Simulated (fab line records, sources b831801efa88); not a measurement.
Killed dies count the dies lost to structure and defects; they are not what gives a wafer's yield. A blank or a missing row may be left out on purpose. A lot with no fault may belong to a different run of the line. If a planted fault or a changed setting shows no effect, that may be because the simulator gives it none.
Which of the tools did it? / flow sky130 / 24 lots, 72 wafers sampled, at 5 steps of a route of 708

## WHAT THE GAUGES SHOWED, per wafer
SKY_FIELD_ISO_THK_MEAS_02. Usual: FIELD_ISO_OXIDATION_00_THK typically reads 11.98 nm, with standard deviation 0.22.
lot=L074; measured=day 1 12:01; on=film metro-02; FIELD_ISO_OXIDATION_00_THK (nm)=12.07 12.03 12.13; flag=
lot=L075; measured=day 1 17:46; on=film metro-04; FIELD_ISO_OXIDATION_00_THK (nm)=12.10 12.09 12.21; flag=
lot=L076; measured=day 1 22:05; on=film metro-02; FIELD_ISO_OXIDATION_00_THK (nm)=12.00 12.14 11.90; flag=
lot=L077; measured=day 2 02:38; on=film metro-04; FIELD_ISO_OXIDATION_00_THK (nm)=11.68 11.76 11.64; flag=
lot=L078; measured=day 2 07:50; on=film metro-02; FIELD_ISO_OXIDATION_00_THK (nm)=11.92 11.92 11.90; flag=
lot=L079; measured=day 2 12:40; on=film metro-04; FIELD_ISO_OXIDATION_00_THK (nm)=12.21 11.97 12.35; flag=
lot=L080; measured=day 2 18:01; on=film metro-04; FIELD_ISO_OXIDATION_00_THK (nm)=11.93 11.96 11.86; flag=
lot=L081; measured=day 3 00:10; on=film metro-01; FIELD_ISO_OXIDATION_00_THK (nm)=11.68 11.82 11.74; flag=
lot=L082; measured=day 3 06:51; on=film metro-04; FIELD_ISO_OXIDATION_00_THK (nm)=12.01 11.97 12.13; flag=
lot=L083; measured=day 3 11:07; on=film metro-04; FIELD_ISO_OXIDATION_00_THK (nm)=12.18 12.00 12.01; flag=
lot=L084; measured=day 3 15:19; on=film metro-04; FIELD_ISO_OXIDATION_00_THK (nm)=12.25 12.18 12.20; flag=
lot=L085; measured=day 3 18:38; on=film metro-01; FIELD_ISO_OXIDATION_00_THK (nm)=12.40 12.33 12.31; flag=
lot=L086; measured=day 3 23:38; on=film metro-02; FIELD_ISO_OXIDATION_00_THK (nm)=11.97 11.95 12.14; flag=
lot=L087; measured=day 4 04:38; on=film metro-02; FIELD_ISO_OXIDATION_00_THK (nm)=12.38 12.43 12.41; flag=
lot=L088; measured=day 4 10:04; on=film metro-02; FIELD_ISO_OXIDATION_00_THK (nm)=12.11 11.94 12.07; flag=
lot=L089; measured=day 4 18:27; on=film metro-01; FIELD_ISO_OXIDATION_00_THK (nm)=12.02 11.94 11.78; flag=
lot=L090; measured=day 4 21:08; on=film metro-02; FIELD_ISO_OXIDATION_00_THK (nm)=11.90 11.81 12.19; flag=
lot=L091; measured=day 5 01:40; on=film metro-01; FIELD_ISO_OXIDATION_00_THK (nm)=11.60 11.74 11.73; flag=
lot=L092; measured=day 5 06:11; on=film metro-02; FIELD_ISO_OXIDATION_00_THK (nm)=12.21 12.31 12.07; flag=
lot=L093; measured=day 5 10:40; on=film metro-01; FIELD_ISO_OXIDATION_00_THK (nm)=12.07 11.86 12.01; flag=
lot=L094; measured=day 5 15:46; on=film metro-01; FIELD_ISO_OXIDATION_00_THK (nm)=11.90 11.90 11.89; flag=
lot=L095; measured=day 5 21:08; on=film metro-04; FIELD_ISO_OXIDATION_00_THK (nm)=11.58 11.57 11.61; flag=
lot=L096; measured=day 6 02:39; on=film metro-04; FIELD_ISO_OXIDATION_00_THK (nm)=11.83 11.95 12.11; flag=
lot=L097; measured=day 6 07:09; on=film metro-04; FIELD_ISO_OXIDATION_00_THK (nm)=11.82 11.72 11.70; flag=

SKY_NWELL_OVL_MEAS_10. Usual: NWELL_00_OVL typically reads -1.6 nm, with standard deviation 1.6.
lot=L074; measured=day 4 11:32; on=overlay-02; NWELL_00_OVL (nm)=-0.9 -0.4 -2.3; flag=
lot=L075; measured=day 4 17:36; on=overlay-02; NWELL_00_OVL (nm)=-2.1 -2.7 -4.5; flag=
lot=L076; measured=day 4 21:53; on=overlay-01; NWELL_00_OVL (nm)=-1.2 2.0 0.5; flag=
lot=L077; measured=day 5 11:05; on=overlay-02; NWELL_00_OVL (nm)=-2.8 -2.2 -3.2; flag=
lot=L078; measured=day 5 17:08; on=overlay-01; NWELL_00_OVL (nm)=-0.5 -1.6 -3.0; flag=
lot=L079; measured=day 5 20:53; on=overlay-02; NWELL_00_OVL (nm)=-1.2 -0.5 -2.4; flag=
lot=L080; measured=day 5 23:11; on=overlay-02; NWELL_00_OVL (nm)=-2.9 -3.3 -2.8; flag=
lot=L081; measured=day 6 05:47; on=overlay-01; NWELL_00_OVL (nm)=-2.9 -2.7 -2.4; flag=
lot=L082; measured=day 6 13:50; on=overlay-01; NWELL_00_OVL (nm)=-1.8 -1.5 -2.6; flag=
lot=L083; measured=day 6 19:03; on=overlay-02; NWELL_00_OVL (nm)=-0.2 -1.5 -1.7; flag=
lot=L084; measured=day 7 03:26; on=overlay-02; NWELL_00_OVL (nm)=1.4 -1.2 -1.9; flag=
lot=L085; measured=day 7 06:45; on=overlay-01; NWELL_00_OVL (nm)=0.7 2.5 1.9; flag=
lot=L086; measured=day 7 08:02; on=overlay-01; NWELL_00_OVL (nm)=-1.2 -2.6 -3.2; flag=
lot=L087; measured=day 7 14:41; on=overlay-01; NWELL_00_OVL (nm)=-0.7 -1.1 0.1; flag=
lot=L088; measured=day 7 19:33; on=overlay-02; NWELL_00_OVL (nm)=-2.0 -1.2 -2.0; flag=
lot=L089; measured=day 8 06:26; on=overlay-01; NWELL_00_OVL (nm)=-0.6 -1.1 -0.9; flag=
lot=L090; measured=day 8 10:21; on=overlay-02; NWELL_00_OVL (nm)=2.1 0.9 2.0; flag=
lot=L091; measured=day 8 15:36; on=overlay-02; NWELL_00_OVL (nm)=-2.1 0.1 -2.2; flag=
lot=L092; measured=day 9 11:23; on=overlay-01; NWELL_00_OVL (nm)=-2.0 -1.5 -1.8; flag=
lot=L093; measured=day 9 15:10; on=overlay-02; NWELL_00_OVL (nm)=-3.4 -4.6 -4.0; flag=
lot=L094; measured=day 9 16:47; on=overlay-02; NWELL_00_OVL (nm)=-3.6 -3.5 -3.2; flag=
lot=L095; measured=day 9 17:26; on=overlay-01; NWELL_00_OVL (nm)=-2.1 -1.7 -1.3; flag=
lot=L096; measured=day 10 02:15; on=overlay-02; NWELL_00_OVL (nm)=-5.0 -4.0 -4.4; flag=
lot=L097; measured=day 10 12:19; on=overlay-02; NWELL_00_OVL (nm)=-1.6 -0.6 -1.8; flag=

SKY_VT_ADJUST_LVTN_OVL_MEAS_18. Usual: VT_ADJUST_LVTN_01_OVL typically reads -0.9 nm, with standard deviation 1.3.
lot=L074; measured=day 7 12:15; on=overlay-01; VT_ADJUST_LVTN_01_OVL (nm)=1.3 0.4 1.3; flag=
lot=L075; measured=day 7 17:06; on=overlay-01; VT_ADJUST_LVTN_01_OVL (nm)=0.0 -1.4 -0.3; flag=
lot=L076; measured=day 7 23:42; on=overlay-02; VT_ADJUST_LVTN_01_OVL (nm)=-0.6 -1.0 -1.6; flag=
lot=L077; measured=day 8 18:42; on=overlay-02; VT_ADJUST_LVTN_01_OVL (nm)=-1.3 -1.7 -0.1; flag=
lot=L078; measured=day 8 21:14; on=overlay-01; VT_ADJUST_LVTN_01_OVL (nm)=-0.8 0.5 -2.2; flag=
lot=L079; measured=day 9 00:05; on=overlay-02; VT_ADJUST_LVTN_01_OVL (nm)=-1.3 -1.2 -0.7; flag=
lot=L080; measured=day 9 04:30; on=overlay-02; VT_ADJUST_LVTN_01_OVL (nm)=1.3 -0.8 0.4; flag=
lot=L081; measured=day 9 18:29; on=overlay-02; VT_ADJUST_LVTN_01_OVL (nm)=-1.2 -2.4 -2.5; flag=
lot=L082; measured=day 9 21:12; on=overlay-01; VT_ADJUST_LVTN_01_OVL (nm)=-1.9 -0.8 -2.0; flag=
lot=L083; measured=day 10 03:27; on=overlay-01; VT_ADJUST_LVTN_01_OVL (nm)=-0.1 -0.7 -0.6; flag=
lot=L084; measured=day 10 16:05; on=overlay-02; VT_ADJUST_LVTN_01_OVL (nm)=-1.9 -0.4 0.6; flag=
lot=L085; measured=day 10 19:54; on=overlay-01; VT_ADJUST_LVTN_01_OVL (nm)=-1.0 -2.7 -0.7; flag=
lot=L086; measured=day 10 20:00; on=overlay-02; VT_ADJUST_LVTN_01_OVL (nm)=-1.1 -1.5 -1.2; flag=
lot=L087; measured=day 11 05:14; on=overlay-01; VT_ADJUST_LVTN_01_OVL (nm)=-0.3 -0.4 0.1; flag=
lot=L088; measured=day 11 08:57; on=overlay-02; VT_ADJUST_LVTN_01_OVL (nm)=-2.3 -2.9 -0.9; flag=
lot=L089; measured=day 11 23:21; on=overlay-01; VT_ADJUST_LVTN_01_OVL (nm)=-1.3 -2.2 -1.6; flag=
lot=L090; measured=day 12 05:21; on=overlay-02; VT_ADJUST_LVTN_01_OVL (nm)=1.9 0.3 0.3; flag=
lot=L091; measured=day 12 10:18; on=overlay-01; VT_ADJUST_LVTN_01_OVL (nm)=0.2 -0.3 -1.0; flag=
lot=L092; measured=day 13 14:14; on=overlay-01; VT_ADJUST_LVTN_01_OVL (nm)=-1.5 -2.0 -1.7; flag=
lot=L093; measured=day 13 12:55; on=overlay-02; VT_ADJUST_LVTN_01_OVL (nm)=1.1 0.4 0.3; flag=
lot=L094; measured=day 13 16:05; on=overlay-01; VT_ADJUST_LVTN_01_OVL (nm)=0.6 -0.8 0.2; flag=
lot=L095; measured=day 13 17:32; on=overlay-01; VT_ADJUST_LVTN_01_OVL (nm)=0.4 -1.9 -2.1; flag=
lot=L096; measured=day 14 02:54; on=overlay-02; VT_ADJUST_LVTN_01_OVL (nm)=-0.2 -1.6 -0.9; flag=
lot=L097; measured=day 14 15:31; on=overlay-01; VT_ADJUST_LVTN_01_OVL (nm)=0.8 2.0 1.1; flag=

## EACH LOT AND THE TOOL THAT RAN IT (in order: tool; ch and the chambers of the sampled wafers; start)
lot=L074; SKY_FIELD_ISO_STRIP_16=plasma asher-02 ch 0,1, day 2 04:20; SKY_NWELL_RTA_28=rtp anneal-01 ch 0, day 5 05:14
lot=L075; SKY_FIELD_ISO_STRIP_16=plasma asher-02 ch 0,1, day 2 10:31; SKY_NWELL_RTA_28=rtp anneal-02 ch 0, day 5 10:54
lot=L076; SKY_FIELD_ISO_STRIP_16=plasma asher-03 ch 0,1, day 2 16:03; SKY_NWELL_RTA_28=rtp anneal-01 ch 0, day 5 16:53
lot=L077; SKY_FIELD_ISO_STRIP_16=plasma asher-03 ch 0,1, day 2 19:39; SKY_NWELL_RTA_28=rtp anneal-02 ch 0, day 6 09:07
lot=L078; SKY_FIELD_ISO_STRIP_16=plasma asher-03 ch 0,1, day 3 01:55; SKY_NWELL_RTA_28=rtp anneal-01 ch 0, day 6 12:41
lot=L079; SKY_FIELD_ISO_STRIP_16=plasma asher-02 ch 0,1, day 3 05:46; SKY_NWELL_RTA_28=rtp anneal-02 ch 0, day 6 15:30
lot=L080; SKY_FIELD_ISO_STRIP_16=plasma asher-03 ch 0,1, day 3 11:22; SKY_NWELL_RTA_28=rtp anneal-01 ch 0, day 6 17:29
lot=L081; SKY_FIELD_ISO_STRIP_16=plasma asher-03 ch 0,1, day 3 18:37; SKY_NWELL_RTA_28=rtp anneal-01 ch 0, day 7 03:41
lot=L082; SKY_FIELD_ISO_STRIP_16=plasma asher-04 ch 0,1, day 4 01:22; SKY_NWELL_RTA_28=rtp anneal-02 ch 0, day 7 07:29
lot=L083; SKY_FIELD_ISO_STRIP_16=plasma asher-02 ch 0,1, day 4 06:08; SKY_NWELL_RTA_28=rtp anneal-02 ch 0, day 7 13:52
lot=L084; SKY_FIELD_ISO_STRIP_16=plasma asher-03 ch 0,1, day 4 09:51; SKY_NWELL_RTA_28=rtp anneal-02 ch 0, day 7 23:57
lot=L085; SKY_FIELD_ISO_STRIP_16=plasma asher-03 ch 0,1, day 4 14:28; SKY_NWELL_RTA_28=rtp anneal-01 ch 0, day 8 03:12
lot=L086; SKY_FIELD_ISO_STRIP_16=plasma asher-03 ch 0,1, day 4 19:25; SKY_NWELL_RTA_28=rtp anneal-02 ch 0, day 8 04:11
lot=L087; SKY_FIELD_ISO_STRIP_16=plasma asher-04 ch 0,1, day 4 22:28; SKY_NWELL_RTA_28=rtp anneal-01 ch 0, day 8 10:08
lot=L088; SKY_FIELD_ISO_STRIP_16=plasma asher-03 ch 0,1, day 5 05:00; SKY_NWELL_RTA_28=rtp anneal-01 ch 0, day 8 15:54
lot=L089; SKY_FIELD_ISO_STRIP_16=plasma asher-02 ch 0,1, day 5 15:07; SKY_NWELL_RTA_28=rtp anneal-01 ch 0, day 9 03:27
lot=L090; SKY_FIELD_ISO_STRIP_16=plasma asher-02 ch 0,1, day 5 17:59; SKY_NWELL_RTA_28=rtp anneal-02 ch 0, day 9 08:13
lot=L091; SKY_FIELD_ISO_STRIP_16=plasma asher-04 ch 0,1, day 6 00:05; SKY_NWELL_RTA_28=rtp anneal-01 ch 0, day 9 13:19
lot=L092; SKY_FIELD_ISO_STRIP_16=plasma asher-03 ch 0, day 6 03:58; SKY_NWELL_RTA_28=rtp anneal-02 ch 0, day 10 12:51
lot=L093; SKY_FIELD_ISO_STRIP_16=plasma asher-04 ch 0,1, day 6 08:44; SKY_NWELL_RTA_28=rtp anneal-01 ch 0, day 10 12:32
lot=L094; SKY_FIELD_ISO_STRIP_16=plasma asher-02 ch 0,1, day 6 13:25; SKY_NWELL_RTA_28=rtp anneal-01 ch 0, day 10 15:17
lot=L095; SKY_FIELD_ISO_STRIP_16=plasma asher-02 ch 0,1, day 6 16:57; SKY_NWELL_RTA_28=rtp anneal-02 ch 0, day 10 16:02
lot=L096; SKY_FIELD_ISO_STRIP_16=plasma asher-02 ch 0,1, day 6 22:49; SKY_NWELL_RTA_28=rtp anneal-02 ch 0, day 11 01:00
lot=L097; SKY_FIELD_ISO_STRIP_16=plasma asher-03 ch 0,1, day 7 02:45; SKY_NWELL_RTA_28=rtp anneal-02 ch 0, day 11 11:59
- SKY_FIELD_ISO_STRIP_16: strips in O2/N2.
- SKY_NWELL_RTA_28: time 30 s.

## AS READ BY THE TOOLS THEMSELVES (means over the sampled wafers that have a number; for cases with no such wafer, the mark the record gives instead)
SKY_FIELD_ISO_STRIP_16. Usual: drypump motor current A 5.7 A, standard deviation 0.45; o2 flow sccm 3000 sccm, standard deviation 9.9; oes product au 0.378 a.u., standard deviation 0.0046; strip time to endpoint s 3.55 s, standard deviation 0.032.
lot=L074; tool=plasma asher-02; drypump motor current A (A)=6.0; o2 flow sccm (sccm)=3001; oes product au (a.u.)=0.378; strip time to endpoint s (s)=3.58; flag=
lot=L075; tool=plasma asher-02; drypump motor current A (A)=5.9; o2 flow sccm (sccm)=2993; oes product au (a.u.)=0.376; strip time to endpoint s (s)=3.55; flag=
lot=L076; tool=plasma asher-03; drypump motor current A (A)=5.4; o2 flow sccm (sccm)=3007; oes product au (a.u.)=0.374; strip time to endpoint s (s)=3.55; flag=
lot=L077; tool=plasma asher-03; drypump motor current A (A)=5.3; o2 flow sccm (sccm)=3006; oes product au (a.u.)=0.372; strip time to endpoint s (s)=3.54; flag=
lot=L078; tool=plasma asher-03; drypump motor current A (A)=5.7; o2 flow sccm (sccm)=3003; oes product au (a.u.)=0.380; strip time to endpoint s (s)=3.56; flag=
lot=L079; tool=plasma asher-02; drypump motor current A (A)=5.9; o2 flow sccm (sccm)=2991; oes product au (a.u.)=0.381; strip time to endpoint s (s)=3.56; flag=
lot=L080; tool=plasma asher-03; drypump motor current A (A)=5.7; o2 flow sccm (sccm)=2989; oes product au (a.u.)=0.379; strip time to endpoint s (s)=3.55; flag=
lot=L081; tool=plasma asher-03; drypump motor current A (A)=5.7; o2 flow sccm (sccm)=3004; oes product au (a.u.)=0.374; strip time to endpoint s (s)=3.56; flag=
lot=L082; tool=plasma asher-04; drypump motor current A (A)=6.0; o2 flow sccm (sccm)=2995; oes product au (a.u.)=0.381; strip time to endpoint s (s)=3.54; flag=
lot=L083; tool=plasma asher-02; drypump motor current A (A)=5.9; o2 flow sccm (sccm)=3008; oes product au (a.u.)=0.376; strip time to endpoint s (s)=3.50; flag=
lot=L084; tool=plasma asher-03; drypump motor current A (A)=5.7; o2 flow sccm (sccm)=2988; oes product au (a.u.)=0.376; strip time to endpoint s (s)=3.52; flag=
lot=L085; tool=plasma asher-03; drypump motor current A (A)=5.7; o2 flow sccm (sccm)=3008; oes product au (a.u.)=0.381; strip time to endpoint s (s)=3.58; flag=
lot=L086; tool=plasma asher-03; drypump motor current A (A)=5.4; o2 flow sccm (sccm)=2987; oes product au (a.u.)=0.380; strip time to endpoint s (s)=3.56; flag=
lot=L087; tool=plasma asher-04; drypump motor current A (A)=6.0; o2 flow sccm (sccm)=2999; oes product au (a.u.)=0.380; strip time to endpoint s (s)=3.60; flag=
lot=L088; tool=plasma asher-03; drypump motor current A (A)=5.3; o2 flow sccm (sccm)=3006; oes product au (a.u.)=0.380; strip time to endpoint s (s)=3.59; flag=
lot=L089; tool=plasma asher-02; drypump motor current A (A)=5.9; o2 flow sccm (sccm)=3010; oes product au (a.u.)=0.381; strip time to endpoint s (s)=3.57; flag=
lot=L090; tool=plasma asher-02; drypump motor current A (A)=5.9; o2 flow sccm (sccm)=3008; oes product au (a.u.)=0.378; strip time to endpoint s (s)=3.51; flag=
lot=L091; tool=plasma asher-04; drypump motor current A (A)=6.0; o2 flow sccm (sccm)=3009; oes product au (a.u.)=0.376; strip time to endpoint s (s)=3.54; flag=
lot=L092; tool=plasma asher-03; drypump motor current A (A)=5.0; o2 flow sccm (sccm)=2994; oes product au (a.u.)=0.376; strip time to endpoint s (s)=3.54; flag=
lot=L093; tool=plasma asher-04; drypump motor current A (A)=6.1; o2 flow sccm (sccm)=2999; oes product au (a.u.)=0.377; strip time to endpoint s (s)=3.54; flag=
lot=L094; tool=plasma asher-02; drypump motor current A (A)=5.9; o2 flow sccm (sccm)=2986; oes product au (a.u.)=0.381; strip time to endpoint s (s)=3.51; flag=
lot=L095; tool=plasma asher-02; drypump motor current A (A)=5.8; o2 flow sccm (sccm)=3001; oes product au (a.u.)=0.379; strip time to endpoint s (s)=3.52; flag=
lot=L096; tool=plasma asher-02; drypump motor current A (A)=5.8; o2 flow sccm (sccm)=2995; oes product au (a.u.)=0.377; strip time to endpoint s (s)=3.55; flag=
lot=L097; tool=plasma asher-03; drypump motor current A (A)=5.7; o2 flow sccm (sccm)=2990; oes product au (a.u.)=0.377; strip time to endpoint s (s)=3.51; flag=

SKY_NWELL_RTA_28. Usual: lamp power pct 25.31 %, standard deviation 0.058; ramp up c per s 150.00, standard deviation 0.025; wafer_temp_C_max 1054.9, standard deviation 0.94.
lot=L074; tool=rtp anneal-01; lamp power pct (%)=25.31; ramp up c per s=150.00; wafer_temp_C_max=1055.1; flag=
lot=L075; tool=rtp anneal-02; lamp power pct (%)=25.38; ramp up c per s=150.01; wafer_temp_C_max=1054.9; flag=
lot=L076; tool=rtp anneal-01; lamp power pct (%)=25.31; ramp up c per s=150.02; wafer_temp_C_max=1054.2; flag=
lot=L077; tool=rtp anneal-02; lamp power pct (%)=25.27; ramp up c per s=149.98; wafer_temp_C_max=1055.1; flag=
lot=L078; tool=rtp anneal-01; lamp power pct (%)=25.30; ramp up c per s=150.01; wafer_temp_C_max=1054.8; flag=
lot=L079; tool=rtp anneal-02; lamp power pct (%)=25.28; ramp up c per s=149.99; wafer_temp_C_max=1054.7; flag=
lot=L080; tool=rtp anneal-01; lamp power pct (%)=25.32; ramp up c per s=150.00; wafer_temp_C_max=1054.5; flag=
lot=L081; tool=rtp anneal-01; lamp power pct (%)=25.27; ramp up c per s=150.02; wafer_temp_C_max=1054.3; flag=
lot=L082; tool=rtp anneal-02; lamp power pct (%)=25.27; ramp up c per s=150.02; wafer_temp_C_max=1054.6; flag=
lot=L083; tool=rtp anneal-02; lamp power pct (%)=25.23; ramp up c per s=150.00; wafer_temp_C_max=1054.3; flag=
lot=L084; tool=rtp anneal-02; lamp power pct (%)=25.34; ramp up c per s=150.01; wafer_temp_C_max=1055.1; flag=
lot=L085; tool=rtp anneal-01; lamp power pct (%)=25.32; ramp up c per s=150.03; wafer_temp_C_max=1054.7; flag=
lot=L086; tool=rtp anneal-02; lamp power pct (%)=25.28; ramp up c per s=149.98; wafer_temp_C_max=1055.8; flag=
lot=L087; tool=rtp anneal-01; lamp power pct (%)=25.29; ramp up c per s=150.01; wafer_temp_C_max=1054.3; flag=
lot=L088; tool=rtp anneal-01; lamp power pct (%)=25.36; ramp up c per s=149.99; wafer_temp_C_max=1054.4; flag=
lot=L089; tool=rtp anneal-01; lamp power pct (%)=25.29; ramp up c per s=149.98; wafer_temp_C_max=1054.6; flag=
lot=L090; tool=rtp anneal-02; lamp power pct (%)=25.28; ramp up c per s=149.98; wafer_temp_C_max=1054.8; flag=
lot=L091; tool=rtp anneal-01; lamp power pct (%)=25.31; ramp up c per s=149.99; wafer_temp_C_max=1055.2; flag=
lot=L092; tool=rtp anneal-02; lamp power pct (%)=25.30; ramp up c per s=149.99; wafer_temp_C_max=1055.8; flag=
lot=L093; tool=rtp anneal-01; lamp power pct (%)=25.32; ramp up c per s=149.99; wafer_temp_C_max=1053.9; flag=
lot=L094; tool=rtp anneal-01; lamp power pct (%)=25.32; ramp up c per s=150.00; wafer_temp_C_max=1054.7; flag=
lot=L095; tool=rtp anneal-02; lamp power pct (%)=25.30; ramp up c per s=149.99; wafer_temp_C_max=1054.3; flag=
lot=L096; tool=rtp anneal-02; lamp power pct (%)=25.34; ramp up c per s=150.01; wafer_temp_C_max=1055.4; flag=
lot=L097; tool=rtp anneal-02; lamp power pct (%)=25.33; ramp up c per s=149.95; wafer_temp_C_max=1054.2; flag=

## THE ANSWER, worked out from the rows above alone
Rule: a lot counts as off when the mean over its wafers that have a number is more than 3 standard deviations away from the usual mean. Also off: a lot with no number at a reading for which 4 or more lots have one. The other lots that the step has rows for count as sound. After the gauges, taken in route order, come the tools' own readings; for these a lot's mean is taken, as printed above. The first step at which some lot is off is used, and at that step the reading that is off furthest; a lot without a number counts as furthest.
No lot is off at any reading shown: from this, nothing can be told.

## WHAT THE SIMULATOR HAD PUT IN
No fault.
